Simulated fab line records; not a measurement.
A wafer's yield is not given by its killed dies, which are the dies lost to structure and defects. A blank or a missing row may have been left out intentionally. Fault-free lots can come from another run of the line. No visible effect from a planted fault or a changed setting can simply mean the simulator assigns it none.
A lot that was struck, set against a sound lot || flow sky130 || 15 steps out of a route of 708
Sound: the wafers L467.1, L467.2, L467.6. Wafers L478.1, L478.4, L478.6 were the ones struck. The cause comes at the end.
At each step with rows: each side's tool, then ch and its chambers, then its first start. Under that, the readings that differ: sound wafers || struck wafers || difference of the means || sigmas: that difference in standard deviations of wafers without a fault.
alike: readings whose means differ by less than 2 such deviations, and words and numbers that are the same on both sides. not compared: withheld readings, readings that some wafer has no value for, bounds like >300 that may hide the same value, and numbers for which the record gives no deviation and whose values overlap.
Wherever a step has rows on one side only, a row that says differs or no value, or a row with sigmas, the two part there. Numbers that have no deviation but don't overlap get no sigmas and don't part them. A reading that every wafer of one side lacks parts them only if that side has two wafers or more.

first, 2 steps without rows for these wafers: SKY_GATE_OXIDE_IMPLANT_11; SKY_GATE_OXIDE_WET_ETCH_12 (etches SiO2 in dHF, target depth 16.8 nm, time 336 s).
SKY_GATE_OXIDE_STRIP_13: strips in O2/N2.
  sound on plasma asher-03 ch 0,1, day 15 00:03; struck on plasma asher-01 ch 0,1, day 18 15:17
  alike: drypump motor current A, oes product au, strip time to endpoint s
  not compared: rf hours counter h
SKY_GATE_OXIDE_TW_MEAS_14:
  struck on film metro-03, day 18 15:23; sound on film metro-02, day 15 00:09
  alike: GATE_OXIDE_TW
then, 3 steps without rows for these wafers: SKY_GATE_OXIDE_CLEAN_15 (cleans in SC1/SC2, time 150 s); SKY_GATE_OXIDE_OXIDATION_16 (stabilise 600 s, purge 300 s, target thk 3.57 nm); SKY_POLY_GATE_CVD_00 (deposits poly-Si, target thk 180 nm, time 720 s).
SKY_POLY_GATE_THK_MEAS_01:
  struck on film metro-04, day 18 20:16; sound on film metro-03, day 15 05:50
  alike: POLY_GATE_CVD_00_THK
then, 4 steps without rows for these wafers: SKY_RES_PROTECT_DEHYDRATE_00 (time 60 s); SKY_RES_PROTECT_HMDS_01 (prime time 60 s); SKY_RES_PROTECT_COAT_02 (resist thk 1140 nm); SKY_RES_PROTECT_SOFTBAKE_03 (time 60 s).
SKY_RES_PROTECT_EXPOSE_04: exposes mask RPM, target cd 1270 nm.
  sound on iline stepper-02 ch 0, day 15 19:32; struck on iline stepper-01 ch 0, day 19 11:31
{"reading": "model.RES_PROTECT.overlay x nm (nm)", "sound": "-1.621 -1.621 -1.621", "struck": "164.3 164.3 164.3", "difference": "+165.9", "sigmas": ""}
  alike: mask
then, 2 steps without rows for these wafers: SKY_RES_PROTECT_PEB_05; SKY_PAD_OPEN_PROBE_99.

== WHERE THEY PART ==
Nowhere in this record.

WHY: whatever the simulator had introduced
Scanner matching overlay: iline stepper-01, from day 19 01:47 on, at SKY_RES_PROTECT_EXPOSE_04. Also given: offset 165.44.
